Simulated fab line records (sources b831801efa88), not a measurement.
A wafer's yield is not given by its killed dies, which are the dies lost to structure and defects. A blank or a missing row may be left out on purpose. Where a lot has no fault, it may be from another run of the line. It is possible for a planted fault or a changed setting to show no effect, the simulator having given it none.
Which tool was responsible? | flow sky130 | route of 708 steps, sampled at 1 step: 12 lots, 36 wafers

== WHAT THE GAUGES READ, wafer by wafer ==
SKY_LDD_LDN_OVL_MEAS_07.
lot  | measured     | on         | LDD_LDN_OVL (nm)
L075 | day 23 13:48 | overlay-01 | 2.1 0.9 2.2
L078 | day 24 11:07 | overlay-02 | 0.3 -0.1 -1.1
L079 | day 24 23:00 | overlay-01 | 1.7 1.7 0.8
L081 | day 25 13:37 | overlay-02 | 0.1 -0.9 2.0
L083 | day 26 04:44 | overlay-01 | 1.1 1.1 0.0
L085 | day 27 03:24 | overlay-02 | 1.9 2.0 2.6
L087 | day 28 01:19 | overlay-02 | -1.7 0.6 0.8
L089 | day 28 07:40 | overlay-02 | 1.3 1.0 0.1
L091 | day 29 02:07 | overlay-01 | 1.9 0.8 0.0
L092 | day 29 18:46 | overlay-02 | 0.8 0.8 1.8
L095 | day 29 23:21 | overlay-02 | 3.1 2.6 1.8
L097 | day 30 19:23 | overlay-01 | 0.9 0.1 2.2

== WHICH TOOL RAN EACH LOT (tool, then ch and the chambers of the sampled wafers, then the start) ==
The record holds no process step before these readings.

== THE ANSWER, worked out from the rows above alone ==
Rule: what is usual is taken from the lots themselves. Put in order of their means at a reading, lots are off if they are a third of the lots or fewer, leave a main group of 4 or more, and stand apart from it by a gap of 3 or more times the standard deviation of the main group's means; of several such gaps the widest counts. If all means in a main group match to the digits the tables above print for the reading, that group is not used. A lot without any number at a reading at which 4 lots or more have one is off too. Any other lot the step has rows for is counted as sound.
Nothing can be told from this: no lot is off at any reading shown.

== WHAT THE SIMULATOR HAD PUT IN ==
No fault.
